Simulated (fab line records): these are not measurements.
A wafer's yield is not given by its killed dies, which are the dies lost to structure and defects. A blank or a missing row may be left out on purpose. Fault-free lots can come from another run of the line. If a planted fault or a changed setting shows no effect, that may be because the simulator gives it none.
Matching of chambers    flow sfqLine    rieDiel-03 running SFQ_TRILAYER_I3_VIA_ETCH_VIA_ETCH_088: 4 sister chambers
The step etches SiO2 in CHF3, stops on Nb, target depth 260 nm. 14 wafers are shown with their chamber, then 7 later ones without.

== WAFERS PAIRED WITH THEIR CHAMBERS ==
wafer   chamber  drypumpMotorCurrentA (A)  oesProductAu (a.u.)  rfFwdPowerW (W)
L563.4  0        5.2                       0.857                495.6
L563.5  1        4.8                       0.851                499.3
L563.6  0        5.3                       0.857                496.9
L564.1  3        5.5                       0.853                496.5
L564.2  0        5.3                       0.866                500.7
L564.5  3        5.5                       0.853                498.3
L569.1  3        5.5                       0.852                499.1
L569.3  2        5.1                       0.854                496.0
L569.5  3        5.5                       0.845                497.3
L570.1  0        5.3                       0.856                496.5
L570.2  2        5.1                       0.848                501.0
L570.4  1        4.8                       0.852                500.2
L575.1  2        5.1                       0.853                500.0
L575.3  1        4.8                       0.860                496.8

SIGNATURES (means of the wafers above)
reading               chamber 0  chamber 1  chamber 2  chamber 3  scatter within a chamber
drypumpMotorCurrentA  5.275      4.800      5.100      5.500      0.0274
oesProductAu          0.85900    0.85433    0.85167    0.85075    0.00424
rfFwdPowerW           497.425    498.767    499.000    497.800    1.98
Rule: distance of a wafer from a chamber = root of the sum over the readings of ((wafer's reading minus chamber's mean) / reading's scatter) squared. If the next closest chamber is less than 2 further off than the closest, the wafer can't be placed; otherwise it belongs to the closest. How the scatter is found: for the shown wafers, subtract from each reading the mean of its chamber, square and add these, divide the total by (wafers less chambers), then take the root.

== WAFERS WITH NO CHAMBER GIVEN ==
wafer   drypumpMotorCurrentA (A)  oesProductAu (a.u.)  rfFwdPowerW (W)
L575.6  5.1                       0.850                497.8
L580.1  5.3                       0.852                499.9
L580.2  4.8                       0.856                500.2
L580.5  5.3                       0.849                498.8
L586.1  5.3                       0.862                499.0
L586.2  5.1                       0.853                495.8
L586.6  5.3                       0.864                494.6

== WHICH CHAMBER EACH ONE RAN IN ==
wafer   from the rows above  in truth
L575.6  2                    2
L580.1  0                    0
L580.2  1                    1
L580.5  0                    0
L586.1  0                    0
L586.2  2                    2
L586.6  0                    0
7 of 7 placed correctly. Left unplaced by these rows: 0. Placed wrongly: 0.
